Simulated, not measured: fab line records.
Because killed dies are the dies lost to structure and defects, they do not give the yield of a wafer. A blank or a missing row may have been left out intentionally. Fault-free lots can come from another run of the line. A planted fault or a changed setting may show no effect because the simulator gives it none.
The tool behind it: which one? :: flow gf180mcu :: Sampling: 6 lots, 18 wafers, 3 of 602 route steps

== WHAT THE GAUGES SHOWED, per wafer ==
GF_M4_CD_MEAS_14: target cd 280 nm.
lot: L222
measured: day 24 18:15
on: cd sem-02
cd nm (nm): 282.0 282.0 280.7

lot: L230
measured: day 26 19:22
on: cd sem-01
cd nm (nm): 280.7 280.9 280.9

lot: L235
measured: day 28 13:16
on: cd sem-01
cd nm (nm): 281.4 282.5 281.9

lot: L237
measured: day 29 06:14
on: cd sem-02
cd nm (nm): 281.4 281.0 280.4

lot: L239
measured: day 29 19:22
on: cd sem-02
cd nm (nm): 280.1 281.0 281.2

lot: L242
measured: day 30 11:46
on: cd sem-01
cd nm (nm): 279.5 280.1 280.6

== TOOL THAT RAN EACH LOT (tool first, then ch and the chambers of the sampled wafers, then the start) ==
lot: L222
GF_V3_STRIP_18: plasma asher-02 ch 0,1, day 23 18:37
GF_V3_CVD_23: cvd w-01 ch 0,1, day 23 19:16

lot: L230
GF_V3_STRIP_18: plasma asher-03 ch 0,1, day 25 20:10
GF_V3_CVD_23: cvd w-01 ch 0,1, day 25 20:48

lot: L235
GF_V3_STRIP_18: plasma asher-02 ch 0,1, day 27 15:16
GF_V3_CVD_23: cvd w-02 ch 0,1, day 27 15:54

lot: L237
GF_V3_STRIP_18: plasma asher-03 ch 0,1, day 28 09:34
GF_V3_CVD_23: cvd w-02 ch 0, day 28 10:14

lot: L239
GF_V3_STRIP_18: plasma asher-02 ch 0,1, day 28 22:52
GF_V3_CVD_23: cvd w-01 ch 1, day 28 23:30

lot: L242
GF_V3_STRIP_18: plasma asher-01 ch 0,1, day 29 15:38
GF_V3_CVD_23: cvd w-01 ch 1, day 29 16:18
- GF_V3_STRIP_18: strips in O2/N2.
- GF_V3_CVD_23: deposits W, target thk 350 nm, time 104.9 s.

== THE ANSWER, worked out from the rows above alone ==
Rule: usual is defined by the lots themselves. Put in order of their means at a reading, lots are off if they are a third of the lots or fewer, leave a main group of 4 or more, and stand apart from it by a gap of 3 or more times the standard deviation of the main group's means; of several such gaps the widest counts. A main group is skipped when, at the precision printed for the reading in the tables above, its means are all equal. A lot without any number at a reading at which 4 lots or more have one is off too. Any other lot the step has rows for is counted as sound.
No lot is off at any reading shown: from this, nothing can be told.

== WHAT THE SIMULATOR PUT IN ==
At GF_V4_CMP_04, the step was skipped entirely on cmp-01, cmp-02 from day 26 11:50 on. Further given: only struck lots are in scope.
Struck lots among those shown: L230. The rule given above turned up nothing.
